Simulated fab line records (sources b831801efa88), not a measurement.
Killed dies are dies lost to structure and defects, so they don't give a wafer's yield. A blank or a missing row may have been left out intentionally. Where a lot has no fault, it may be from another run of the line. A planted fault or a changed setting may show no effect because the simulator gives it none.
Which of the tools did it?    flow sky130    at 1 step of a route of 708, 12 lots with 36 wafers sampled

WHAT EACH GAUGE READ, for each wafer
SKY_VT_ADJUST_PCH_TW_MEAS_10.
lot   measured      on             VT_ADJUST_PCH_TW
L075  day 10 16:57  film_metro-01  141.9 141.7 142.2
L077  day 11 09:35  film_metro-03  143.5 142.0 142.8
L079  day 12 01:01  film_metro-03  142.7 143.3 142.8
L081  day 12 11:21  film_metro-04  143.5 143.3 142.8
L084  day 13 16:05  film_metro-03  142.4 142.9 142.7
L085  day 14 04:01  film_metro-03  142.8 142.5 142.0
L087  day 14 13:16  film_metro-04  143.4 144.0 143.5
L089  day 14 23:47  film_metro-04  143.1 143.9 143.1
L091  day 15 16:53  film_metro-04  143.6 142.5 143.6
L094  day 16 17:22  film_metro-03  142.0 142.5 143.1
L093  day 17 00:24  film_metro-03  142.3 142.6 143.1
L097  day 17 16:09  film_metro-01  142.4 142.0 141.8

TOOL THAT RAN EACH LOT (tool first, then ch and the chambers of the sampled wafers, then the start)
Before these readings, the record contains no process step.

THE ANSWER, worked out from the rows above alone
Rule: usual is defined by the lots themselves. Put in order of their means at a reading, lots are off if they are a third of the lots or fewer, leave a main group of 4 or more, and stand apart from it by a gap of 3 or more times the standard deviation of the main group's means; of several such gaps the widest counts. A main group is skipped when, at the precision printed for the reading in the tables above, its means are all equal. Also off: a lot with no number at a reading for which 4 or more lots have one. Any other lot the step has rows for is counted as sound.
No lot is off at any reading shown: from this, nothing can be told.

WHAT THE SIMULATOR HAD INSERTED
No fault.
